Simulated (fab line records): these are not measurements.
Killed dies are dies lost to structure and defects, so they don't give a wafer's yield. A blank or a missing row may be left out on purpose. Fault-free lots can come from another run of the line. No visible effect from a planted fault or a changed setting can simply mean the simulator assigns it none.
Chamber matching    flow sky130    cmp-02 running SKY_VIA2_CMP_02: 4 sister chambers
The step polishes SiO2. 8 wafers are shown with their chamber, then 6 later ones without.

## WAFERS PAIRED WITH THEIR CHAMBERS
wafer   chamber  motor_current_A (A)  head_pressure_psi (psi)
L781.2  3        12.1                 3.989
L786.2  3        11.5                 4.014
L788.6  2        14.5                 3.992
L789.1  2        13.8                 3.993
L789.2  0        13.0                 4.012
L789.4  1        11.7                 4.006
L793.1  1        12.3                 4.003
L793.2  0        13.3                 4.007

## WAFERS WITHOUT THEIR CHAMBER
wafer   motor_current_A (A)  head_pressure_psi (psi)
L793.3  13.7                 3.992
L795.3  12.5                 3.991
L795.4  13.2                 4.008
L795.6  14.1                 4.002
L797.2  12.4                 3.990
L797.3  14.7                 3.991

## EACH ONE'S CHAMBER
wafer   from the rows above           in truth
L793.3  can't be placed: 2 or 0       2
L795.3  can't be placed: 1 or 3 or 0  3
L795.4  0                             0
L795.6  can't be placed: 2 or 0       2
L797.2  can't be placed: 1 or 3 or 0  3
L797.3  2                             2
Correct placement for 2 of the 6. Not placeable from these rows: 4 (in 4, the candidates include the true chamber). 0 placed wrongly.
How it was worked out, from the rows above alone: a wafer's distance from a chamber is the root of the sum, over the readings, of the square of ((its reading less the chamber's mean) divided by the reading's scatter). The wafer belongs to the nearest chamber; if the next one is less than 2 further off, it can't be placed. For every chamber, the mean is computed from those of its wafers that are shown. The scatter: take each reading less its chamber's mean, square it, sum over the shown wafers, divide by the number of wafers less the number of chambers, and take the root.
